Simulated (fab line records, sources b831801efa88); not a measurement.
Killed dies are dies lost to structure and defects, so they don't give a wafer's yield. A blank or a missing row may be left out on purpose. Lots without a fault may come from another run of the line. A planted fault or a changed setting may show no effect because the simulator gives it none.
Which tool did it? | flow gf180mcu | 6 lots, 18 wafers sampled, at 1 step of a route of 602

WHAT THE GAUGES READ, wafer by wafer
GF_V1_RS_MEAS_24: measures by four-point-probe.
lot  | measured     | on            | V1_W_RS (ohm/sq)
L263 | day 20 12:31 | film_metro-03 | 0.321 0.324 0.325
L265 | day 21 09:38 | film_metro-02 | 0.324 0.330 0.324
L270 | day 23 02:29 | film_metro-03 | 0.328 0.329 0.331
L272 | day 23 19:13 | film_metro-03 | 0.324 0.327 0.321
L275 | day 24 15:30 | film_metro-03 | 0.325 0.325 0.330
L279 | day 25 21:17 | film_metro-01 | 0.328 0.330 0.331

WHICH TOOL RAN EACH LOT (tool, then ch and the chambers of the sampled wafers, then the start)
The record holds no process step before these readings.

THE ANSWER, worked out from the rows above alone
Rule: what is usual is taken from the lots themselves. Put in order of their means at a reading, lots are off if they are a third of the lots or fewer, leave a main group of 4 or more, and stand apart from it by a gap of 3 or more times the standard deviation of the main group's means; of several such gaps the widest counts. A main group whose means are all the same, to the digits that the tables above print for the reading, isn't used. A lot without any number at a reading at which 4 lots or more have one is off too. The other lots that the step has rows for count as sound.
No lot is off at any reading shown: from this, nothing can be told.

WHAT THE SIMULATOR HAD PUT IN
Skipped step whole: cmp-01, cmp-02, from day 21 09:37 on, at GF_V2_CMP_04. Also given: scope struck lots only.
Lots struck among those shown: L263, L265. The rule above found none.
